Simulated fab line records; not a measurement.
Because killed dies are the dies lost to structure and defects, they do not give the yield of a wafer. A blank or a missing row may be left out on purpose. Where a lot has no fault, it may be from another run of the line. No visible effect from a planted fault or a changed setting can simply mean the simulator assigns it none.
Which of the tools did it? | flow sky130 | 31 wafers sampled from 11 lots at 1 step of a route of 708

## WHAT EACH GAUGE READ, for each wafer
SKY_LOCAL_INTERCONNECT_OVL_MEAS_12. Usual: LOCAL_INTERCONNECT_OVL gives -6 nm (standard deviation 5).
lot  | measured     | on         | LOCAL_INTERCONNECT_OVL (nm) | flag
L725 | day 31 01:09 | overlay-02 | -1 -3 -4                    |
L730 | day 32 01:47 | overlay-02 | -8 -10 -9                   |
L728 | day 32 03:05 | overlay-02 | -1 -4 -8                    |
L734 | day 34 04:01 | overlay-02 | -7 -11 -9                   |
L736 | day 34 09:56 | overlay-02 | -14 -15 -17                 |
L739 | day 35 08:25 | overlay-01 | -5 -13                      |
L738 | day 35 12:15 | overlay-02 | -4 2                        |
L743 | day 36 08:54 | overlay-02 | -3 -7 -11                   |
L745 | day 36 22:32 | overlay-01 | -13 -16 -12                 |
L748 | day 37 14:24 | overlay-01 | 0 -8 -7                     |
L747 | day 37 16:46 | overlay-02 | -8 -7 -12                   |

## WHICH TOOL RAN EACH LOT (tool, then ch and the chambers of the sampled wafers, then the start)
The record holds no process step before these readings.

## AS READ BY THE TOOLS THEMSELVES (means over the sampled wafers that have a number; for cases with no such wafer, the mark the record gives instead)
The record holds no such reading with a usual standard deviation.

## THE ANSWER, worked out from the rows above alone
Rule: take the mean of a lot's wafers that have a number; if it is more than 3 standard deviations from the usual mean, the lot is off. A lot without any number at a reading at which 4 lots or more have one is off too. The other lots that the step has rows for count as sound. First the gauges in route order, then the tools' own readings, where a lot's mean is used as printed above. The first step at which some lot is off is used, and at that step the reading that is off furthest; a lot without a number counts as furthest.
No lot is off at any reading shown: from this, nothing can be told.

## WHAT THE SIMULATOR HAD PUT IN
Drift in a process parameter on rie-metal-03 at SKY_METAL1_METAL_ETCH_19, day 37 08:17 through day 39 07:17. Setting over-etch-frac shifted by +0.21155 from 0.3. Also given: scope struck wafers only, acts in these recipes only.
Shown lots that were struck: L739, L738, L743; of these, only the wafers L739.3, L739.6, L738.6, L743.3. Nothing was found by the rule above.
